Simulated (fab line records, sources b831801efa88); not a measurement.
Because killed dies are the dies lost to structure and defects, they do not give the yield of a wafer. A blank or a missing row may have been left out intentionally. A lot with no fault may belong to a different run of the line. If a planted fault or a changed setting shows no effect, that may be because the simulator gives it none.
Struck lot and sound lot, side by side | flow gf180mcu | 14 out of 602 route steps
Sound: wafers L142.1, L142.3, L142.4. Wafers struck: L130.1, L130.3, L130.6. The cause is given at the end.
At each step with rows: each side's tool, then ch and its chambers, then its first start. Under that, the readings that differ: sound wafers | struck wafers | difference of the means | sigmas: that difference in standard deviations of wafers without a fault.
alike: same words and numbers on both sides, and readings whose means sit less than 2 such deviations apart. not compared: any withheld reading, any reading some wafer has no value for, any bound like >300 that may hide the same value, and any number with overlapping values for which the record gives no deviation.
Wherever a step has rows on one side only, a row that says differs or no value, or a row with sigmas, the two part there. Numbers that don't overlap but have no deviation are shown without sigmas and don't part them. A reading missing from all wafers of one side parts the sides only when that side holds two or more wafers.

first, 2 steps without rows for these wafers: GF_V5_STRIP_19 (strips in post etch residue remover, time 1200 s); GF_V5_CLEAN_20 (cleans in DIW).
GF_V5_SPUTTER_21: material Ti, target thk 15 nm, time 80.02 s.
  sound on pvd sputter-04, day 31 16:42; struck on pvd sputter-01, day 28 06:01
  alike: cathode dc power W, chamber pressure pa, throttle valve pct
then, 1 step without rows for these wafers: GF_V5_SPUTTER_22 (material TiN, target thk 10 nm, time 40 s).
GF_V5_CVD_23: deposits W, target thk 350 nm, time 104.9 s.
  sound on cvd w-01 ch 0,1, day 31 16:48; struck on cvd w-01 ch 0, day 28 06:07
  alike: heater power w
GF_V5_RS_MEAS_24: measures by four-point-probe.
  sound on film metro-01, day 31 16:55; struck on film metro-01, day 28 06:20
  alike: V5_W_RS
GF_V5_THK_MEAS_25: measures by xrf.
  sound on film metro-01, day 31 17:02; struck on film metro-01, day 28 06:28
  alike: V5_W_THK
GF_V5_CMP_26: polishes, stops on SiO2, t overpolish 15 s, target thk 0 nm.
  sound on cmp-01 ch 1,2,3, day 31 17:08; struck on cmp-01 ch 0,1,2, day 28 06:31
  alike: motor current A, overpolish run s, time to endpoint s
then, 1 step without rows for these wafers: GF_TOP_METAL_SPUTTER_00 (material Ti, target thk 37.5 nm, time 150 s).
GF_TOP_METAL_SPUTTER_01: material TiN, target thk 30 nm, time 25 s.
  sound on pvd sputter-03, day 31 17:29; struck on pvd sputter-04, day 28 06:55
  alike: cathode dc power W, chamber pressure pa, throttle valve pct
then, 1 step without rows for these wafers: GF_TOP_METAL_SPUTTER_02 (material AlCu, target thk 900 nm, time 47.82 s).
GF_TOP_METAL_SPUTTER_03: material Ti, target thk 5 nm, time 3.3 s.
  sound on pvd sputter-03, day 31 20:11; struck on pvd sputter-04, day 28 07:00
  alike: cathode dc power W, chamber pressure pa, throttle valve pct
GF_TOP_METAL_SPUTTER_04: material TiN, target thk 25 nm, time 20.8 s.
  sound on pvd sputter-03, day 31 20:12; struck on pvd sputter-04, day 28 07:01
  no value came back on the struck wafers for cathode dc power W (W), chamber pressure pa (Pa), throttle valve pct (%); on the sound wafers cathode dc power W (W) reads 6499.8 6499.7 6500.8
GF_TOP_METAL_THK_MEAS_06: measures by xrf.
  sound on film metro-04, day 31 20:20; struck on film metro-01, day 28 07:23
  reading                 | sound       | struck      | difference | sigmas
  TOP_METAL_ALCU_THK (nm) | 889 879 880 | 944 945 940 | +60        | +8
  not compared: hold

== WHERE THEY PART ==
At GF_TOP_METAL_SPUTTER_04 first; at GF_TOP_METAL_THK_MEAS_06 last (within this record only).

WHY: whatever the simulator had introduced
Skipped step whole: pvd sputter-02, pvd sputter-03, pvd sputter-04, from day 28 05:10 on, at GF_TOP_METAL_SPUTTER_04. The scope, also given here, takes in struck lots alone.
